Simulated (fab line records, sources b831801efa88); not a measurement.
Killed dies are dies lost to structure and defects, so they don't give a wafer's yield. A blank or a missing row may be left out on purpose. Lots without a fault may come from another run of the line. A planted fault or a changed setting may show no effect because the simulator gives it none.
One fault seen from 2 desks | flow gf180mcu | each desk has only its own numbers; what lay behind them comes last

THE METROLOGY DESK
What the gauges read, lot by lot, whatever tool the lot ran on: means of the sampled wafers that have a number. A lot is out of limits, marked OUT, if its mean lies more than 4 standard deviations from the usual mean; the brackets give that distance.
Columns: A = V5_OVL at GF_V5_OVL_MEAS_15, usual 3 nm
lot  | first seen here | A
L720 | day 27 04:28    | 3
L721 | day 27 06:56    | 8
L722 | day 27 20:37    | 7
L723 | day 28 08:47    | 7
L724 | day 28 09:31    | -1
L725 | day 28 19:46    | 0
L728 | day 29 20:10    | 2
L736 | day 32 06:07    | 12
L738 | day 32 12:34    | -1
L739 | day 32 19:38    | -3
L740 | day 32 23:19    | 3
L741 | day 33 07:52    | 4
L742 | day 33 08:13    | 2
L743 | day 33 12:46    | 4
This desk's finding: nothing out of limits on any of the 14 lots.

THE TOOL OWNER'S DESK: wet_bench-01
The tool's own readings at GF_VT_IMPLANT_WET_ETCH_50 (etches SiO2 in dHF, target depth 20 nm, time 400 s): means of the sampled wafers that have a number, for each lot that ran on this tool. A lot is out of limits, marked OUT, if its mean lies more than 4 standard deviations from the usual mean; the brackets give that distance.
Columns: A = temp_c at GF_VT_IMPLANT_WET_ETCH_50, usual 24.98 C
lot  | first seen here | A
L720 | day 7 11:20     | 24.97
L722 | day 8 02:12     | 24.96
L723 | day 8 09:36     | 25.11
L725 | day 8 21:21     | 25.01
L728 | day 9 22:00     | 24.95
L738 | day 12 19:14    | 24.92
L739 | day 12 21:33    | 24.94
L741 | day 13 19:20    | 25.00
L742 | day 13 20:18    | 25.10
This desk's finding: nothing out of limits on any of the 9 lots.

PUT TOGETHER
The metrology desk saw nothing out of limits.
The tool owner's desk saw nothing out of limits.

WHAT THE SIMULATOR HAD PUT IN
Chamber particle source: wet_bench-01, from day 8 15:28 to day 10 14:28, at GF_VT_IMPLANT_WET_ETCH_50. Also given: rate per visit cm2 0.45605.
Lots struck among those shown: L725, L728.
